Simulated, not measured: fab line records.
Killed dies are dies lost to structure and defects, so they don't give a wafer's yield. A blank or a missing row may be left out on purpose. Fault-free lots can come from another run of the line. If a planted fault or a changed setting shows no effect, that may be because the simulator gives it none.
What tool caused it?	flow gf180mcu	7 lots with 21 wafers sampled at 3 steps, on a route of 602 steps

== WHAT THE GAUGES READ, wafer by wafer ==
GF_NSD_TW_MEAS_12.
lot	measured	on	NSD_TW
L215	day 13 13:32	filmMetro-03	4281 4258 4266
L217	day 14 08:07	filmMetro-01	4166 4166 4154
L221	day 15 17:24	filmMetro-03	4268 4256 4284
L224	day 16 21:01	filmMetro-04	4191 4195 4182
L231	day 19 06:33	filmMetro-03	4260 4252 4267
L235	day 20 13:37	filmMetro-01	4152 4151 4145
L237	day 21 11:13	filmMetro-03	4264 4265 4234

== WHICH TOOL RAN EACH LOT (tool, then ch and the chambers of the sampled wafers, then the start) ==
lot	GF_HV_LDD_ETCHBACK_58	GF_NSD_IMPLANT_09
L215	rieDiel-02 ch 2,3, day 12 17:30	implanter-04 ch 0, day 13 13:09
L217	rieDiel-01 ch 1,2, day 13 11:05	implanter-01 ch 0, day 14 07:43
L221	rieDiel-01 ch 0,1,2, day 14 19:51	implanter-01 ch 0, day 15 17:01
L224	rieDiel-04 ch 1,2, day 15 22:31	implanter-03 ch 0, day 16 20:40
L231	rieDiel-04 ch 0,2, day 18 04:56	implanter-04 ch 0, day 19 06:09
L235	rieDiel-04 ch 1,2, day 19 11:55	implanter-03 ch 0, day 20 13:13
L237	rieDiel-01 ch 0,2, day 20 06:16	implanter-03 ch 0, day 21 10:49
- GF_HV_LDD_ETCHBACK_58: etches Si3N4 in CH3F/O2, stops on SiO2, time 100 s, target depth 90 nm.
- GF_NSD_IMPLANT_09

== THE ANSWER, worked out from the rows above alone ==
Rule: usual is defined by the lots themselves. Put in order of their means at a reading, lots are off if they are a third of the lots or fewer, leave a main group of 4 or more, and stand apart from it by a gap of 3 or more times the standard deviation of the main group's means; of several such gaps the widest counts. Not used: any main group whose means are identical at the precision the tables above print for the reading. Also off: a lot with no number at a reading for which 4 or more lots have one. The other lots that the step has rows for count as sound.
No lot is off at any reading shown: from this, nothing can be told.

== WHAT HAD BEEN PUT IN BY THE SIMULATOR ==
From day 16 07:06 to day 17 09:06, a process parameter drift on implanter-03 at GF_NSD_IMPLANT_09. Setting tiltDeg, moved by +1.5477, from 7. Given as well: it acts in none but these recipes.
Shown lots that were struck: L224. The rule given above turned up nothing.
